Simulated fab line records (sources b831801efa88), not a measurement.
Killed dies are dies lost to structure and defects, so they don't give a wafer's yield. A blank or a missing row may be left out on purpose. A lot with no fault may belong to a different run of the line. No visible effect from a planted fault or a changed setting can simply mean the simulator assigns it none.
One fault through the eyes of 2 desks	flow gf180mcu	only its own numbers are on each desk; what lay behind them is given at the end

AT THE TOOL OWNER'S DESK: plasma_asher-04
The tool's own readings at GF_STI_STRIP_15 (strips in O2/N2): means of the sampled wafers that have a number, for each lot that ran on this tool. Any lot whose mean is over 4 standard deviations away from the usual mean is out of limits and marked OUT; that distance is given in the brackets.
Columns: A = drypump_motor_current_A at GF_STI_STRIP_15, usual 5.52 A; B = heater_power_w at GF_STI_STRIP_15, usual 341 W; C = oes_product_au at GF_STI_STRIP_15, usual 0.382 a.u.; D = strip_time_to_endpoint_s at GF_STI_STRIP_15, usual 3.69 s
lot	first seen here	A	B	C	D
L812	day 2 07:35	5.37	310	0.384	3.68
L815	day 2 21:55	5.44	331	0.386	3.65
L819	day 3 19:32	5.39	316	0.378	3.70
L823	day 4 15:29	5.39	314	0.381	3.67
L826	day 5 07:00	5.41	332	0.383	3.73
L828	day 5 18:26	5.39	329	0.384	3.69
Finding of this desk: none of the 6 lots has anything out of limits.

THE METROLOGY DESK
Means of the sampled wafers that have a number, per lot and without regard to the tool the lot ran on: this is what the gauges read. Any lot whose mean is over 4 standard deviations away from the usual mean is out of limits and marked OUT; that distance is given in the brackets.
Columns: A = PASSIVATION_BOW at GF_PASSIVATION_BOW_MEAS_14, usual 137 um
lot	first seen here	A
L811	day 28 17:35	131
L812	day 29 07:48	145
L813	day 29 09:20	144
L814	day 30 00:42	148
L815	day 30 05:20	125
L816	day 31 01:43	129
L819	day 31 08:18	154
L820	day 31 21:28	143
L821	day 31 21:48	125
L822	day 32 08:17	135
L823	day 32 11:22	159
L826	day 33 14:33	123
L828	day 34 00:07	127
L833	day 34 21:47	126
Finding of this desk: none of the 14 lots has anything out of limits.

ALL TOGETHER
The tool owner's desk saw nothing out of limits.
At the metrology desk, nothing out of limits was observed.

WHAT THE SIMULATOR PUT IN
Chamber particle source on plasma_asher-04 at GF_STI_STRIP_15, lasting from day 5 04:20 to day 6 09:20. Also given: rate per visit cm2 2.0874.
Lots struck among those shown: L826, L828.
